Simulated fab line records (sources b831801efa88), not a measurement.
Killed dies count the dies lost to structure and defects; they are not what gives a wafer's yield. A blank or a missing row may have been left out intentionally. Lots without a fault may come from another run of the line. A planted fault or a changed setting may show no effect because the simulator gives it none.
Which of the tools did it? | flow sky130 | 14 lots with 42 wafers sampled at 4 steps, on a route of 708 steps

== WHAT THE GAUGES READ, wafer by wafer ==
SKY_FIELD_ISO_CD_MEAS_13 targets a cd of 150 nm. Usual: cd-nm at 150.0 nm, with a standard deviation of 1.7.
lot  | measured    | on        | cd-nm (nm)        | flag
L481 | day 2 08:12 | cd-sem-01 | 152.0 151.8 154.4 |
L483 | day 2 17:25 | cd-sem-02 | 148.6 149.2 150.5 |
L484 | day 2 21:25 | cd-sem-02 | 148.6 149.5 148.8 |
L485 | day 3 05:47 | cd-sem-01 | 151.0 153.2 151.7 |
L486 | day 3 11:13 | cd-sem-01 | 150.0 148.8 149.7 |
L487 | day 3 14:55 | cd-sem-01 | 148.5 150.5 148.9 |
L488 | day 3 23:02 | cd-sem-02 | 149.1 147.4 150.1 |
L490 | day 4 06:54 | cd-sem-01 | 150.1 150.0 150.1 |
L491 | day 4 08:59 | cd-sem-02 | 152.5 152.9 152.5 |
L492 | day 4 12:44 | cd-sem-02 | 148.1 149.7 150.1 |
L496 | day 5 12:13 | cd-sem-01 | - - -             | OFF
L497 | day 5 17:23 | cd-sem-02 | - - -             | OFF
L503 | day 7 02:05 | cd-sem-02 | 150.2 151.0 150.9 |
L504 | day 7 06:11 | cd-sem-02 | 150.2 152.0 149.4 |

SKY_NWELL_THK_MEAS_02. Usual: NWELL_OXIDATION_THK typically reads 9.98 nm, with standard deviation 0.2.
lot  | measured    | on            | NWELL_OXIDATION_THK (nm) | flag
L481 | day 2 14:08 | film-metro-02 | 9.69 9.87 9.42           |
L483 | day 3 00:43 | film-metro-02 | 9.97 10.13 10.09         |
L484 | day 3 05:02 | film-metro-01 | 10.00 9.94 9.83          |
L485 | day 3 12:16 | film-metro-03 | 9.80 9.77 9.96           |
L486 | day 3 18:05 | film-metro-03 | 10.18 10.00 9.84         |
L487 | day 3 23:35 | film-metro-01 | 10.17 10.12 10.25        |
L488 | day 4 06:02 | film-metro-03 | 10.05 10.14 10.06        |
L490 | day 4 17:59 | film-metro-01 | 9.66 9.69 9.88           |
L491 | day 4 19:58 | film-metro-02 | 10.04 10.22 10.34        |
L492 | day 4 23:32 | film-metro-03 | 9.55 9.66 9.66           |
L503 | day 7 08:11 | film-metro-01 | 9.96 9.98 10.04          |
L504 | day 7 16:20 | film-metro-02 | 10.37 10.05 10.16        |

SKY_NWELL_OVL_MEAS_10. Usual: NWELL_00_OVL typically reads 0.0 nm, with standard deviation 1.3.
lot  | measured     | on         | NWELL_00_OVL (nm) | flag
L481 | day 4 13:23  | overlay-01 | -1.6 -0.4 -1.3    |
L483 | day 5 02:49  | overlay-02 | 0.2 -0.8 0.1      |
L484 | day 5 06:02  | overlay-02 | 2.1 -0.9 -0.4     |
L485 | day 5 13:49  | overlay-01 | 0.1 -0.7 -0.5     |
L486 | day 5 22:11  | overlay-01 | 1.9 -1.2 0.9      |
L487 | day 6 03:37  | overlay-02 | 2.5 1.7 1.0       |
L488 | day 6 10:08  | overlay-02 | 2.6 1.2 0.0       |
L490 | day 7 00:43  | overlay-02 | 2.4 0.9 2.1       |
L491 | day 7 02:35  | overlay-01 | 2.1 -0.5 1.1      |
L492 | day 7 06:52  | overlay-01 | 0.3 0.7 -1.2      |
L503 | day 9 21:16  | overlay-01 | -0.6 0.6 -0.8     |
L504 | day 10 05:35 | overlay-02 | -1.3 -1.7 -1.9    |

== WHAT TOOL EACH LOT RAN ON (gives the tool, then ch and the chambers of the sampled wafers, and finally the start) ==
lot  | SKY_FIELD_ISO_PEB_11
L481 | litho-track-02 ch 0, day 2 07:00
L483 | litho-track-01 ch 0, day 2 17:00
L484 | litho-track-02 ch 0, day 2 21:00
L485 | litho-track-04 ch 0, day 3 05:00
L486 | litho-track-02 ch 0, day 3 10:00
L487 | litho-track-04 ch 0, day 3 14:00
L488 | litho-track-01 ch 0, day 3 22:00
L490 | litho-track-04 ch 0, day 4 06:00
L491 | litho-track-01 ch 0, day 4 08:00
L492 | litho-track-04 ch 0, day 4 12:00
L496 | litho-track-04, day 5 11:00
L497 | litho-track-04, day 5 17:00
L503 | litho-track-04 ch 0, day 7 01:00
L504 | litho-track-02 ch 0, day 7 05:00
- SKY_FIELD_ISO_PEB_11

== WHAT THE TOOLS THEMSELVES READ (means of the sampled wafers that have a number; where no wafer has one, the mark that the record gives instead) ==
SKY_FIELD_ISO_PEB_11. Usual: exhaust-pa at 45.0 Pa, with a standard deviation of 0.93.
lot  | tool           | exhaust-pa (Pa) | flag
L481 | litho-track-02 | 43.8            |
L483 | litho-track-01 | 45.3            |
L484 | litho-track-02 | 46.1            |
L485 | litho-track-04 | 44.7            |
L486 | litho-track-02 | 44.3            |
L487 | litho-track-04 | 44.2            |
L488 | litho-track-01 | 45.3            |
L490 | litho-track-04 | 45.4            |
L491 | litho-track-01 | 46.5            |
L492 | litho-track-04 | 45.4            |
L496 | litho-track-04 | -               | OFF
L497 | litho-track-04 | -               | OFF
L503 | litho-track-04 | 44.9            |
L504 | litho-track-02 | 44.5            |

== THE ANSWER, worked out from the rows above alone ==
Rule: lot off if the mean of its wafers having a number is beyond 3 standard deviations from the usual mean. Also off: a lot with no number at a reading for which 4 or more lots have one. Any other lot the step has rows for is counted as sound. First the gauges in route order, then the tools' own readings, where a lot's mean is used as printed above. The first step at which some lot is off is used, and at that step the reading that is off furthest; a lot without a number counts as furthest.
Off at SKY_FIELD_ISO_CD_MEAS_13 (cd-nm): L496, L497. Without a number there: L496, L497.
A tool fits if, at a process step before that reading, it ran every lot that is off, and no sound lot after the first of them. The gauges at SKY_FIELD_ISO_CD_MEAS_13 aren't tried: what is off there is off at SKY_FIELD_ISO_PEB_11 too, on other tools, and a gauge's error can't cause that. None of those tried fits.

== WHAT THE SIMULATOR HAD PUT IN ==
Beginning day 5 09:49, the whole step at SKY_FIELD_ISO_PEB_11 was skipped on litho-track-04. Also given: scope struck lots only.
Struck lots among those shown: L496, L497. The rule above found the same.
